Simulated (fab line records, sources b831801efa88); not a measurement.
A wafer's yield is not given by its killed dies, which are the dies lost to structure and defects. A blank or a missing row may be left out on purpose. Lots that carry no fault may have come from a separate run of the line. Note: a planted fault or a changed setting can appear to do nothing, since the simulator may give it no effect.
A lot that was struck, set against a sound lot    flow sky130    15 out of 708 route steps
Sound: the wafers L626.1, L626.2, L626.3. The struck wafers were L622.2, L622.3, L622.4. The cause comes at the end.
Order at every step that has rows: each side's tool, ch and its chambers, its first start. Under that, the readings that differ: sound wafers    struck wafers    difference of the means    sigmas: that difference in standard deviations of wafers without a fault.
alike: words and numbers the same on both sides, and readings whose means are apart by under 2 such deviations; not compared: readings that were withheld, readings missing a value for some wafer, numbers with overlapping values and no deviation given by the record, and bounds like >300 which may hide the same value.
Wherever a step has rows on one side only, a row that says differs or no value, or a row with sigmas, the two part there. Numbers that don't overlap but have no deviation are shown without sigmas and don't part them. Lack of a reading on every wafer of one side parts them only where that side has two or more wafers.

first, 6 steps without rows for these wafers: SKY_LDD_N_HMDS_01 (prime time 60 s); SKY_LDD_N_COAT_02 (resist thk 300 nm); SKY_LDD_N_SOFTBAKE_03 (time 60 s); SKY_LDD_N_EXPOSE_04 (exposes mask NTM, target cd 840 nm); SKY_LDD_N_PEB_05; SKY_LDD_N_DEVELOP_06 (develop time 60 s).
SKY_LDD_N_OVL_MEAS_07:
  sound: overlay-02 at day 22 14:04; struck: overlay-02 at day 21 18:17
  alike: LDD_N_OVL
then, 5 steps without rows for these wafers: SKY_LDD_N_IMPLANT_08; SKY_LDD_N_IMPLANT_09; SKY_LDD_N_IMPLANT_10; SKY_LDD_N_IMPLANT_11; SKY_LDD_N_IMPLANT_12.
SKY_LDD_N_IMPLANT_13:
  sound on implanter-02 ch 0, day 22 14:51; struck on implanter-01 ch 0, day 21 19:05
reading             sound                          struck                         difference  sigmas
dose-ions-cm2       4.997e+12 4.995e+12 4.996e+12  7.041e+12 7.041e+12 7.032e+12  +2.042e+12  +99 or more
faraday-current-uA  28.5 28.6 28.1                 39.9 40.4 39.1                 +11.4       +19
next, for these wafers, 1 step has no rows: SKY_LDD_N_IMPLANT_14.
-- here the record skips 26 days between the struck wafers' starts before and after, leaving off in module LDD_N and picking up in module PAD_OPEN (first step shown: number 708 of the route) --
SKY_PAD_OPEN_PROBE_99:
  sound: prober-01 at day 48 20:51; struck: prober-01 at day 47 23:12
reading                                sound                struck                difference  sigmas
model.etest.nfet_01v8_turned.vt-v (V)  0.6832 0.6862 0.692  0.7074 0.7106 0.7154  +0.0240     
  alike: killed_at_M0_to_M3, killed_at_M4_up, killed-at-contacts, killed-at-front-end, killed-at-other, killed-dies, killed-open, killed-short

== WHERE THEY PART ==
SKY_LDD_N_IMPLANT_13 only, going by this record. Later steps at which nothing parts them and some readings are alike: SKY_PAD_OPEN_PROBE_99.

WHY: what had been put in by the simulator
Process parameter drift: implanter-01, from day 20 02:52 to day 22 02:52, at SKY_LDD_N_IMPLANT_13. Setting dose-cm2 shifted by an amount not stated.
